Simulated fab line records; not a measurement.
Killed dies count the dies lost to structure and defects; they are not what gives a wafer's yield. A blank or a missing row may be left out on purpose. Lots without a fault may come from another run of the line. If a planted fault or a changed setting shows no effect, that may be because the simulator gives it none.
Which tool is to blame? / flow sky130 / 42 wafers from 14 lots sampled at 4 of the route's 708 steps

WHAT THE GAUGES READ, wafer by wafer
SKY_SD_N_CD_MEAS_07 targets a cd of 380 nm. Usual: 379.4 nm for cd-nm, sd 2.4.
lot=L120; measured=day 28 21:37; on=cd-sem-02; cd-nm (nm)=382.0 378.5 382.0; flag=
lot=L122; measured=day 29 10:36; on=cd-sem-01; cd-nm (nm)=380.6 381.0 379.7; flag=
lot=L123; measured=day 29 17:48; on=cd-sem-02; cd-nm (nm)=381.6 382.4 383.0; flag=
lot=L125; measured=day 30 09:18; on=cd-sem-01; cd-nm (nm)=377.5 377.2 375.8; flag=
lot=L127; measured=day 31 02:31; on=cd-sem-01; cd-nm (nm)=381.1 378.5 382.5; flag=
lot=L128; measured=day 31 04:33; on=cd-sem-01; cd-nm (nm)=378.3 379.1 379.2; flag=
lot=L129; measured=day 31 12:58; on=cd-sem-02; cd-nm (nm)=382.1 381.7 381.8; flag=
lot=L130; measured=day 32 06:00; on=cd-sem-01; cd-nm (nm)=375.5 378.0 377.4; flag=
lot=L135; measured=day 33 17:40; on=cd-sem-01; cd-nm (nm)=380.9 380.1 383.2; flag=
lot=L139; measured=day 34 23:23; on=cd-sem-01; cd-nm (nm)=376.2 376.0 377.2; flag=
lot=L140; measured=day 35 01:53; on=cd-sem-01; cd-nm (nm)=381.1 377.9 379.8; flag=
lot=L141; measured=day 35 10:38; on=cd-sem-01; cd-nm (nm)=380.7 382.5 378.5; flag=
lot=L142; measured=day 35 16:31; on=cd-sem-02; cd-nm (nm)=375.5 377.4 377.8; flag=
lot=L143; measured=day 36 02:58; on=cd-sem-01; cd-nm (nm)=376.4 374.9 374.6; flag=

SKY_CONTACT_BOW_MEAS_05. Usual: for CONTACT_BOW the level is 82 um and the standard deviation is 6.5.
lot=L120; measured=day 31 12:19; on=film-metro-04; CONTACT_BOW (um)=75 85 73; flag=
lot=L122; measured=day 32 00:40; on=film-metro-02; CONTACT_BOW (um)=77 78 84; flag=
lot=L123; measured=day 32 08:04; on=film-metro-04; CONTACT_BOW (um)=74 81 76; flag=
lot=L125; measured=day 32 21:50; on=film-metro-02; CONTACT_BOW (um)=83 82 90; flag=
lot=L127; measured=day 33 16:31; on=film-metro-02; CONTACT_BOW (um)=89 65 79; flag=
lot=L128; measured=day 33 17:38; on=film-metro-04; CONTACT_BOW (um)=73 87 95; flag=
lot=L129; measured=day 34 01:35; on=film-metro-02; CONTACT_BOW (um)=85 78 85; flag=
lot=L130; measured=day 34 18:03; on=film-metro-04; CONTACT_BOW (um)=81 85 78; flag=
lot=L135; measured=day 36 03:38; on=film-metro-03; CONTACT_BOW (um)=86 83 81; flag=
lot=L139; measured=day 37 10:13; on=film-metro-02; CONTACT_BOW (um)=77 89 74; flag=
lot=L140; measured=day 37 12:19; on=film-metro-03; CONTACT_BOW (um)=94 89 81; flag=
lot=L141; measured=day 37 20:20; on=film-metro-04; CONTACT_BOW (um)=87 91 87; flag=
lot=L142; measured=day 38 01:54; on=film-metro-02; CONTACT_BOW (um)=82 75 81; flag=
lot=L143; measured=day 38 12:13; on=film-metro-04; CONTACT_BOW (um)=67 86 82; flag=

WHICH TOOL RAN EACH LOT (tool, then ch and the chambers of the sampled wafers, then the start)
lot=L120; SKY_POLY_CUT_STRIP_12=plasma-asher-02 ch 0,1, day 25 03:18; SKY_LOCAL_INTERCONNECT_SOFTBAKE_07=litho-track-01 ch 0, day 30 20:00
lot=L122; SKY_POLY_CUT_STRIP_12=plasma-asher-03 ch 0,1, day 25 19:04; SKY_LOCAL_INTERCONNECT_SOFTBAKE_07=litho-track-01 ch 0, day 31 09:00
lot=L123; SKY_POLY_CUT_STRIP_12=plasma-asher-02 ch 0,1, day 26 00:53; SKY_LOCAL_INTERCONNECT_SOFTBAKE_07=litho-track-02 ch 0, day 31 15:00
lot=L125; SKY_POLY_CUT_STRIP_12=plasma-asher-04 ch 0,1, day 26 18:02; SKY_LOCAL_INTERCONNECT_SOFTBAKE_07=litho-track-01 ch 0, day 32 06:00
lot=L127; SKY_POLY_CUT_STRIP_12=plasma-asher-02 ch 0,1, day 27 12:33; SKY_LOCAL_INTERCONNECT_SOFTBAKE_07=litho-track-02 ch 0, day 33 00:00
lot=L128; SKY_POLY_CUT_STRIP_12=plasma-asher-02 ch 0,1, day 27 14:06; SKY_LOCAL_INTERCONNECT_SOFTBAKE_07=litho-track-02 ch 0, day 33 02:00
lot=L129; SKY_POLY_CUT_STRIP_12=plasma-asher-03 ch 0,1, day 27 21:28; SKY_LOCAL_INTERCONNECT_SOFTBAKE_07=litho-track-02 ch 0, day 33 09:00
lot=L130; SKY_POLY_CUT_STRIP_12=plasma-asher-02 ch 0,1, day 28 15:46; SKY_LOCAL_INTERCONNECT_SOFTBAKE_07=litho-track-01 ch 0, day 34 03:00
lot=L135; SKY_POLY_CUT_STRIP_12=plasma-asher-04 ch 0,1, day 30 04:33; SKY_LOCAL_INTERCONNECT_SOFTBAKE_07=litho-track-01 ch 0, day 35 12:00
lot=L139; SKY_POLY_CUT_STRIP_12=plasma-asher-04 ch 0,1, day 31 08:03; SKY_LOCAL_INTERCONNECT_SOFTBAKE_07=litho-track-01 ch 0, day 36 18:00
lot=L140; SKY_POLY_CUT_STRIP_12=plasma-asher-02 ch 0,1, day 31 16:30; SKY_LOCAL_INTERCONNECT_SOFTBAKE_07=litho-track-01 ch 0, day 36 20:00
lot=L141; SKY_POLY_CUT_STRIP_12=plasma-asher-03 ch 0,1, day 32 01:17; SKY_LOCAL_INTERCONNECT_SOFTBAKE_07=litho-track-01 ch 0, day 37 06:00
lot=L142; SKY_POLY_CUT_STRIP_12=plasma-asher-04 ch 0,1, day 32 07:07; SKY_LOCAL_INTERCONNECT_SOFTBAKE_07=litho-track-03 ch 0, day 37 12:00
lot=L143; SKY_POLY_CUT_STRIP_12=plasma-asher-04 ch 0,1, day 32 14:52; SKY_LOCAL_INTERCONNECT_SOFTBAKE_07=litho-track-02 ch 0, day 37 21:00
- SKY_POLY_CUT_STRIP_12: strips in O2/N2.
- SKY_LOCAL_INTERCONNECT_SOFTBAKE_07: time 90 s.

AS READ BY THE TOOLS THEMSELVES (means over the sampled wafers that have a number; for cases with no such wafer, the mark the record gives instead)
SKY_POLY_CUT_STRIP_12. Usual: drypump-motor-current-A 5.7 A, standard deviation 0.4; oes-product-au 0.452 a.u., standard deviation 0.0044; strip-time-to-endpoint-s 5.355 s, standard deviation 0.018.
lot=L120; tool=plasma-asher-02; drypump-motor-current-A (A)=6.1; oes-product-au (a.u.)=0.448; strip-time-to-endpoint-s (s)=5.348; flag=
lot=L122; tool=plasma-asher-03; drypump-motor-current-A (A)=5.3; oes-product-au (a.u.)=0.452; strip-time-to-endpoint-s (s)=5.350; flag=
lot=L123; tool=plasma-asher-02; drypump-motor-current-A (A)=6.0; oes-product-au (a.u.)=0.452; strip-time-to-endpoint-s (s)=5.335; flag=
lot=L125; tool=plasma-asher-04; drypump-motor-current-A (A)=5.5; oes-product-au (a.u.)=0.453; strip-time-to-endpoint-s (s)=5.331; flag=
lot=L127; tool=plasma-asher-02; drypump-motor-current-A (A)=6.0; oes-product-au (a.u.)=0.452; strip-time-to-endpoint-s (s)=5.341; flag=
lot=L128; tool=plasma-asher-02; drypump-motor-current-A (A)=6.0; oes-product-au (a.u.)=0.451; strip-time-to-endpoint-s (s)=5.349; flag=
lot=L129; tool=plasma-asher-03; drypump-motor-current-A (A)=5.3; oes-product-au (a.u.)=0.455; strip-time-to-endpoint-s (s)=5.359; flag=
lot=L130; tool=plasma-asher-02; drypump-motor-current-A (A)=6.0; oes-product-au (a.u.)=0.450; strip-time-to-endpoint-s (s)=5.361; flag=
lot=L135; tool=plasma-asher-04; drypump-motor-current-A (A)=5.5; oes-product-au (a.u.)=0.452; strip-time-to-endpoint-s (s)=5.351; flag=
lot=L139; tool=plasma-asher-04; drypump-motor-current-A (A)=5.8; oes-product-au (a.u.)=0.452; strip-time-to-endpoint-s (s)=5.367; flag=
lot=L140; tool=plasma-asher-02; drypump-motor-current-A (A)=6.0; oes-product-au (a.u.)=0.449; strip-time-to-endpoint-s (s)=5.333; flag=
lot=L141; tool=plasma-asher-03; drypump-motor-current-A (A)=5.4; oes-product-au (a.u.)=0.452; strip-time-to-endpoint-s (s)=5.377; flag=
lot=L142; tool=plasma-asher-04; drypump-motor-current-A (A)=5.8; oes-product-au (a.u.)=0.450; strip-time-to-endpoint-s (s)=5.381; flag=
lot=L143; tool=plasma-asher-04; drypump-motor-current-A (A)=5.8; oes-product-au (a.u.)=0.453; strip-time-to-endpoint-s (s)=5.346; flag=

SKY_LOCAL_INTERCONNECT_SOFTBAKE_07. Usual: 119.06 s for run-length-s, sd 0.17.
lot=L120; tool=litho-track-01; run-length-s (s)=119.18; flag=
lot=L122; tool=litho-track-01; run-length-s (s)=119.40; flag=
lot=L123; tool=litho-track-02; run-length-s (s)=118.99; flag=
lot=L125; tool=litho-track-01; run-length-s (s)=119.26; flag=
lot=L127; tool=litho-track-02; run-length-s (s)=118.95; flag=
lot=L128; tool=litho-track-02; run-length-s (s)=118.97; flag=
lot=L129; tool=litho-track-02; run-length-s (s)=119.05; flag=
lot=L130; tool=litho-track-01; run-length-s (s)=119.14; flag=
lot=L135; tool=litho-track-01; run-length-s (s)=119.13; flag=
lot=L139; tool=litho-track-01; run-length-s (s)=128.15; flag=OFF
lot=L140; tool=litho-track-01; run-length-s (s)=128.02; flag=OFF
lot=L141; tool=litho-track-01; run-length-s (s)=127.94; flag=OFF
lot=L142; tool=litho-track-03; run-length-s (s)=118.93; flag=
lot=L143; tool=litho-track-02; run-length-s (s)=118.91; flag=

THE ANSWER, worked out from the rows above alone
Rule: a lot counts as off when the mean over its wafers that have a number is more than 3 standard deviations away from the usual mean. A lot without any number at a reading at which 4 lots or more have one is off too. The other lots that the step has rows for count as sound. After the gauges, taken in route order, come the tools' own readings; for these a lot's mean is taken, as printed above. At the first step where some lot is off, the reading lying furthest off is the one used; lots without a number count as furthest.
Off, at SKY_LOCAL_INTERCONNECT_SOFTBAKE_07 on run-length-s: L139, L140, L141.
A tool fits if, at that step or a process step before it, it ran every lot that is off, and no sound lot after the first of them. One fits: SKY_LOCAL_INTERCONNECT_SOFTBAKE_07 on litho-track-01. Its last sound lot is L135 (day 35 12:00), its first lot that is off L139 (day 36 18:00): a fault that began between those two fits.
On the lots that are off, the tool's own readings at SKY_LOCAL_INTERCONNECT_SOFTBAKE_07 differ by more than 5 times the standard deviation of the sound lots' means, which bears it out; run-length-s reads 128.04 s there versus 119.08 s on the sound lots.

WHAT THE SIMULATOR HAD INSERTED
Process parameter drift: litho-track-01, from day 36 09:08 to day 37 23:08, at SKY_LOCAL_INTERCONNECT_SOFTBAKE_07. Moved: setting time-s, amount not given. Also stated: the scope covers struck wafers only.
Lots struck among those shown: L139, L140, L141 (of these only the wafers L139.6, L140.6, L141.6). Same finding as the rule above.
